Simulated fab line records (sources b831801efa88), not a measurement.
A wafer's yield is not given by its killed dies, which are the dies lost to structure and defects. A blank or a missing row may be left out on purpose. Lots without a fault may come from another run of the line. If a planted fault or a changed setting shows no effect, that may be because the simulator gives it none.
Which tool is to blame? | flow sfq_line | Sampling: 14 lots, 42 wafers, 2 of 325 route steps

## WHAT THE GAUGES READ, wafer by wafer
SFQ_M4_RS_MEAS_924: uses a four-point probe to measure.
lot  | measured     | on            | M4_NB_RS (ohm/sq)
L672 | day 32 23:41 | film_metro-03 | 0.858 0.887 0.878
L675 | day 34 04:24 | film_metro-01 | 0.887 0.882 0.870
L676 | day 34 15:10 | film_metro-03 | 0.874 0.886 0.885
L677 | day 34 22:22 | film_metro-04 | 0.745 0.735 0.743
L678 | day 35 05:36 | film_metro-03 | 0.737 0.740 0.739
L685 | day 37 14:08 | film_metro-04 | 0.863 0.881 0.860
L686 | day 37 22:31 | film_metro-04 | 0.888 0.876 0.870
L687 | day 38 03:57 | film_metro-03 | 0.894 0.894 0.888
L688 | day 38 12:19 | film_metro-04 | 0.872 0.866 0.879
L689 | day 39 03:56 | film_metro-04 | 0.880 0.903 0.884
L690 | day 39 11:08 | film_metro-01 | 0.885 0.878 0.893
L691 | day 39 14:43 | film_metro-03 | 0.900 0.882 0.887
L692 | day 39 19:32 | film_metro-01 | 0.869 0.893 0.891
L693 | day 40 07:19 | film_metro-01 | 0.881 0.898 0.883

## WHAT TOOL EACH LOT RAN ON (gives the tool, then ch and the chambers of the sampled wafers, and finally the start)
lot  | SFQ_TRILAYER_M4_DEP_SPUTTER_091
L672 | pvd_sputter-03, day 32 23:34
L675 | pvd_sputter-05, day 34 04:16
L676 | pvd_sputter-05, day 34 15:04
L677 | pvd_sputter-05, day 34 22:16
L678 | pvd_sputter-05, day 35 05:28
L685 | pvd_sputter-03, day 37 14:01
L686 | pvd_sputter-03, day 37 22:25
L687 | pvd_sputter-05, day 38 03:49
L688 | pvd_sputter-03, day 38 12:13
L689 | pvd_sputter-04, day 39 03:50
L690 | pvd_sputter-04, day 39 11:01
L691 | pvd_sputter-05, day 39 14:37
L692 | pvd_sputter-04, day 39 19:25
L693 | pvd_sputter-05, day 40 07:14
- SFQ_TRILAYER_M4_DEP_SPUTTER_091: material Nb, target thk 200 nm, time 133.3 s.

## WHAT THE TOOLS THEMSELVES READ (means of the sampled wafers that have a number; where no wafer has one, the mark that the record gives instead)
SFQ_TRILAYER_M4_DEP_SPUTTER_091.
lot  | tool           | cathode_dc_power_W (W) | throttle_valve_pct (%)
L672 | pvd_sputter-03 | 1999.7                 | 30.1
L675 | pvd_sputter-05 | 1999.3                 | 31.2
L676 | pvd_sputter-05 | 1999.9                 | 30.8
L677 | pvd_sputter-05 | 2369.8                 | 30.7
L678 | pvd_sputter-05 | 2369.1                 | 30.9
L685 | pvd_sputter-03 | 1999.7                 | 30.4
L686 | pvd_sputter-03 | 2000.2                 | 29.5
L687 | pvd_sputter-05 | 2000.3                 | 31.0
L688 | pvd_sputter-03 | 1999.9                 | 30.5
L689 | pvd_sputter-04 | 2000.2                 | 31.1
L690 | pvd_sputter-04 | 2000.0                 | 30.8
L691 | pvd_sputter-05 | 1999.8                 | 31.1
L692 | pvd_sputter-04 | 2000.1                 | 31.1
L693 | pvd_sputter-05 | 2000.1                 | 31.4

## THE ANSWER, worked out from the rows above alone
Rule: what is usual is taken from the lots themselves. Put in order of their means at a reading, lots are off if they are a third of the lots or fewer, leave a main group of 4 or more, and stand apart from it by a gap of 3 or more times the standard deviation of the main group's means; of several such gaps the widest counts. A main group whose means are all the same, to the digits that the tables above print for the reading, isn't used. Also off: a lot with no number at a reading for which 4 or more lots have one. All remaining lots with rows at the step are treated as sound. First the gauges in route order, then the tools' own readings, where a lot's mean is used as printed above. The first step at which some lot is off is used, and at that step the reading that is off furthest; a lot without a number counts as furthest.
Off: L677, L678, at SFQ_M4_RS_MEAS_924 (M4_NB_RS). The main group has a mean of 0.882 ohm/sq with a standard deviation of 0.0072.
If a tool, at a process step before that reading, ran all the lots that are off and no sound lot after the first of them, it fits. Not tried: the gauges at SFQ_M4_RS_MEAS_924; whatever is off there is also off at SFQ_TRILAYER_M4_DEP_SPUTTER_091, on other tools, and gauge error can't account for it. None of those tried fits.

## WHAT WAS PUT IN BY THE SIMULATOR
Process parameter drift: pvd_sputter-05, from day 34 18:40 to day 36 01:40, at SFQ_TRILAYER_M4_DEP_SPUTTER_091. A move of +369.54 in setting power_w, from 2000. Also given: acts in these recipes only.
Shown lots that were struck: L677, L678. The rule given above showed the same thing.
